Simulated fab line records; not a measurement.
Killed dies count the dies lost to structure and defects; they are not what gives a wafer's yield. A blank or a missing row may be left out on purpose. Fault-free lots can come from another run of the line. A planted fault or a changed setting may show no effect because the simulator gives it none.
8D (eight disciplines) problem report, filled in by code    flow gf180mcu    the parts of the form that need people (team, actions taken, sign-off) are left out

1. THE ISSUE
Mean MVSD_TW at GF_MVSD_TW_MEAS_11: 1634 over 6 wafers in 2 lots; fault-free wafers: 1594, standard deviation 6.5. That is +6.2 standard deviations from the usual mean.
The first sign was on wafer L537.1 at day 6 13:16, on film_metro-04. Wafers with a number at this step in the record: 36, from 12 lots. Rule for "out", or "out of limits": more than 4 standard deviations from the usual mean. The rest of the wafers with a number are treated as sound.

2. WHAT IT IS; WHAT IT IS NOT
question                     is                            is not
which readings at this step  MVSD_TW                       -
which lots                   L537, L538                    L530, L532, L534, L535, L536, L546, L548, L549, L550, L551
which wafers of those lots   all that have a number        -
read on which gauges         film_metro-01, film_metro-04  film_metro-03
when                         from day 6 13:16              up to then (15 sound wafers); but 15 sound wafers of L546, L548, L549, L550, L551 came after

3. WHAT RULES OUT EACH SUSPECT
Counting: a tool at any process step up to the reading remains a suspect when it ran all the lots that are out and ran no sound lot after the first of those.
- the gauge at GF_MVSD_TW_MEAS_11: ruled out. Those wafers that are out were read across 2 gauges (film_metro-01, film_metro-04).
- implanter-01 at GF_MVSD_IMPLANT_08: ruled out as a lasting fault. Following L537 (day 6 12:52), the first lot on it that is out, the sound lots L549, L550 were run on it.
Left after counting: nothing in the record.

4. THE CAUSE (what the simulator had put in)
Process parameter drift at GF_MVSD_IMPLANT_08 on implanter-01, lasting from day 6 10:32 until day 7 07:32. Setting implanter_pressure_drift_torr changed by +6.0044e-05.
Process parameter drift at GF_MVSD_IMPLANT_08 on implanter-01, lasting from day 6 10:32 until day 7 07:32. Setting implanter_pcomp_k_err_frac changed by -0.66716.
It was ruled out by counting, in error; the rule expects a fault to strike all lots run on its tool from its start on, and this fault did not.

5. THE CHAIN OF EFFECTS, in route order
Each row: a reading where the mean over the struck wafers with a number is more than 3 standard deviations away from the usual. Only readings for which the record gives a usual standard deviation are gone through. hours: the time from each lot's start at the first step in this table that gives one to its start at this step, as a median over the lots. sigmas: the change in usual standard deviations.
hours  step                      reading                    usual          on struck wafers  change     sigmas
0      GF_MVSD_IMPLANT_08        beam_on_s                  10.04 s        11.04             +1.00      +4.3
0      GF_MVSD_IMPLANT_08        end_station_pressure_torr  5.07e-06 Torr  6.57e-05          +6.06e-05  +99 or more
0      GF_MVSD_IMPLANT_08        faraday_current_uA         89.9           79.1              -10.8      -5.4
0      GF_MVSD_TW_MEAS_11        MVSD_TW                    1594           1634              +40        +6.2
85     GF_VT_IMPLANT_RS_MEAS_46  MVSD_RS                    456.7 ohm/sq   435.1             -21.6      -20
Process steps it contains:
- GF_MVSD_IMPLANT_08

6. WHAT WOULD HAVE CAUGHT IT SOONER
Counted from the fault's start at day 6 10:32, it took 3 hours until the first out-of-limits reading at a measuring or inspecting step in this record, taken at day 6 13:16.
The tool's own readings at GF_MVSD_IMPLANT_08 were out on every struck wafer that the step has a row for (end_station_pressure_torr): an alarm limit on them would have fired on the first of those.
